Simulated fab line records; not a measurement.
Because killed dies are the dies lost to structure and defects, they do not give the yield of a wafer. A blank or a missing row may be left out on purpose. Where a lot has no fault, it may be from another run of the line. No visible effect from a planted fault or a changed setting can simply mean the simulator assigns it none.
The tool behind it: which one? ; flow sky130 ; 42 wafers from 14 lots sampled at 2 of the route's 708 steps

## WHAT EACH GAUGE READ, for each wafer
The record holds no reading of a measuring or inspecting step that can be judged against a usual standard deviation.

## WHICH TOOL RAN EACH LOT (tool, then ch and the chambers of the sampled wafers, then the start)
lot;SKY_FIELD_ISO_OXIDATION_01;SKY_NWELL_CLEAN_00
L540;furnace-02 ch 0, day 1 20:40;wet-bench-04 ch 2, day 2 23:35
L542;furnace-02 ch 0, day 2 09:55;wet-bench-03 ch 1, day 3 11:01
L543;furnace-01 ch 0, day 2 13:55;wet-bench-01 ch 0, day 3 15:52
L544;furnace-01 ch 0, day 2 18:28;wet-bench-01 ch 1, day 3 21:17
L545;furnace-01 ch 0, day 3 00:15;wet-bench-01 ch 0, day 4 00:19
L546;furnace-02 ch 0, day 3 05:06;wet-bench-03 ch 1, day 4 07:23
L547;furnace-02 ch 0, day 3 07:47;wet-bench-03 ch 0, day 4 12:34
L548;furnace-01 ch 0, day 3 12:49;wet-bench-01 ch 2, day 4 16:52
L549;furnace-02 ch 0, day 3 17:25;wet-bench-01 ch 3, day 4 21:26
L556;furnace-02, day 5 04:52;-
L557;furnace-01, day 5 09:07;-
L558;furnace-01 ch 0, day 5 14:58;wet-bench-04 ch 1, day 7 04:14
L559;furnace-02 ch 0, day 5 20:34;wet-bench-04 ch 3, day 7 04:05
L561;furnace-02 ch 0, day 6 05:07;wet-bench-04 ch 3, day 7 16:34
- SKY_FIELD_ISO_OXIDATION_01: stabilise 600 s, purge 300 s, target thk 12 nm.
- SKY_NWELL_CLEAN_00: cleans in SC1/SC2, time 150 s.

## AS READ BY THE TOOLS THEMSELVES (means over the sampled wafers that have a number; for cases with no such wafer, the mark the record gives instead)
SKY_FIELD_ISO_OXIDATION_01. Usual: ox-temp-c 900.1 C, standard deviation 0.39; ox-temp-c-max 903.8, standard deviation 0.77.
lot;tool;ox-temp-c (C);ox-temp-c-max;flag
L540;furnace-02;900.3;904.1;
L542;furnace-02;899.6;903.4;
L543;furnace-01;899.9;903.2;
L544;furnace-01;900.3;903.7;
L545;furnace-01;899.8;903.5;
L546;furnace-02;900.0;904.0;
L547;furnace-02;900.4;904.0;
L548;furnace-01;899.7;903.4;
L549;furnace-02;900.2;903.4;
L556;furnace-02;-;-;OFF
L557;furnace-01;-;-;OFF
L558;furnace-01;900.8;905.2;
L559;furnace-02;899.9;904.0;
L561;furnace-02;900.7;904.3;

SKY_NWELL_CLEAN_00. Usual: temp-c 69.97 C, standard deviation 0.11.
lot;tool;temp-c (C);flag
L540;wet-bench-04;69.95;
L542;wet-bench-03;69.92;
L543;wet-bench-01;69.89;
L544;wet-bench-01;69.95;
L545;wet-bench-01;70.05;
L546;wet-bench-03;70.10;
L547;wet-bench-03;69.91;
L548;wet-bench-01;69.92;
L549;wet-bench-01;69.88;
L558;wet-bench-04;70.01;
L559;wet-bench-04;69.96;
L561;wet-bench-04;70.12;

## THE ANSWER, worked out from the rows above alone
Rule: a lot is off if the mean of its wafers that have a number lies more than 3 standard deviations from the usual mean. Also off: a lot with no number at a reading for which 4 or more lots have one. Where the step has rows for the other lots, those lots are counted as sound. Order of review: gauges by route order, followed by the tools' own readings, for which a lot's mean as printed above is used. The first step at which some lot is off is used, and at that step the reading that is off furthest; a lot without a number counts as furthest.
Off, at SKY_FIELD_ISO_OXIDATION_01 on ox-temp-c: L556, L557. Without a number there: L556, L557.
A tool fits if, at that step or a process step before it, it ran every lot that is off, and no sound lot after the first of them. Of those tried, none fits.

## WHAT THE SIMULATOR HAD PUT IN
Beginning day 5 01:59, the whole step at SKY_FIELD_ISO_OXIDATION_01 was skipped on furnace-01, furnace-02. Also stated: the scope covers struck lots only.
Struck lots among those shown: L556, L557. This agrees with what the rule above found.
